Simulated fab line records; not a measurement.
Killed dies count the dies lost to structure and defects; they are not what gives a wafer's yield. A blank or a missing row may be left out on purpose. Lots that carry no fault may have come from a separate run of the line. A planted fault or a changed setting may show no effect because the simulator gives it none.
Struck lot and sound lot, side by side	flow sfqLine	13 steps out of a route of 325
Sound: these wafers, L896.3, L896.4, L896.5. Struck: wafer L904.3; the same lot's L904.5 was not struck, so it is left out; see the end for the cause.
At each step with rows: each side's tool, then ch and its chambers, then its first start. Under that, the readings that differ: sound wafers	struck wafers	difference of the means	sigmas: that difference in standard deviations of wafers without a fault.
alike: readings whose means differ by less than 2 such deviations, and words and numbers that are the same on both sides. not compared: withheld readings, readings that some wafer has no value for, bounds like >300 that may hide the same value, and numbers for which the record gives no deviation and whose values overlap.
A row with sigmas, a row that says differs or no value, or rows on one side alone: a step with any of these is where the two part. Numbers that don't overlap but have no deviation are shown without sigmas and don't part them. A reading missing from all wafers of one side parts the sides only when that side holds two or more wafers.

first, 6 steps without rows for these wafers: SFQ_TRILAYER_M2_LITHO_COAT_062 (resist thk 62 nm); SFQ_TRILAYER_M2_LITHO_COAT_057 (resist thk 600 nm); SFQ_TRILAYER_M2_LITHO_SOFTBAKE_061; SFQ_TRILAYER_M2_LITHO_EXPOSE_058 (exposes mask M2, target cd 500 nm); SFQ_TRILAYER_M2_LITHO_PEB_060 (peb time 60 s); SFQ_TRILAYER_M2_LITHO_DEVELOP_059 (time 60 s).
SFQ_M2_OVL_MEAS_916:
  struck on overlay-02, day 30 11:25; sound on overlay-02, day 27 15:29
  alike: M2_OVL
SFQ_TRILAYER_M2_BARC_OPEN_METAL_ETCH_077: etches BARC in O2, target depth 125 nm, time 41.7 s.
  sound on rieMetal-01 ch 0,1, day 27 15:31; struck on rieMetal-01 ch 1, day 30 11:28
  alike: drypumpMotorCurrentA, oesProductAu
  not compared: rfHoursCounterH
SFQ_TRILAYER_M2_ETCH_METAL_ETCH_060: etches Nb in Cl2/Ar, stops on SiO2, target depth 240 nm, time 120 s.
  sound on rieMetal-01 ch 0,1, day 27 15:36; struck on rieMetal-01 ch 1, day 30 11:33
  alike: drypumpMotorCurrentA, oesProductAu
  not compared: rfHoursCounterH
SFQ_TRILAYER_M2_STRIP_STRIP_061: strips in O2.
  sound on rieMetal-01 ch 0,1, day 27 15:53; struck on rieMetal-01 ch 1, day 30 11:50
  alike: drypumpMotorCurrentA, oesProductAu
  not compared: rfHoursCounterH
then, 1 step without rows for these wafers: SFQ_TRILAYER_M2_STRIP_SOLV_CLEAN_062 (cleans in NMP, time 600 s).
SFQ_TRILAYER_I2_DEP_PECVD_063: deposits SiO2 from SiH4/N2O, time 111.11 s, target thk 500 nm.
  sound on pecvd-01 ch 0,1,2, day 27 16:28; struck on pecvd-01 ch 1, day 30 12:25
reading	sound	struck	difference	sigmas
runLengthS (s)	139.0 138.5 139.1	141.9	+3.0	+5
  alike: heaterPowerW, throttleValvePct
  not compared: model.SiO2_of_TRILAYER_I2_DEP_PECVD_063.thkNm
SFQ_TRILAYER_I2_CMP_CMP_064: polishes SiO2.
  sound on cmp-02 ch 1,2,3, day 28 10:17; struck on cmp-02 ch 2, day 31 00:47
  alike: motorCurrentA, slurryFlowMlMin, timeToEndpointS

WHERE THEY PART
At SFQ_TRILAYER_I2_DEP_PECVD_063 and nowhere else, as far as this record goes. Later steps at which nothing parts them and some readings are alike: SFQ_TRILAYER_I2_CMP_CMP_064.

WHY: the cause the simulator had injected
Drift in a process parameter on pecvd-01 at SFQ_TRILAYER_I2_DEP_PECVD_063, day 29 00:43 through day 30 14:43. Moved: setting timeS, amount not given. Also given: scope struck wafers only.
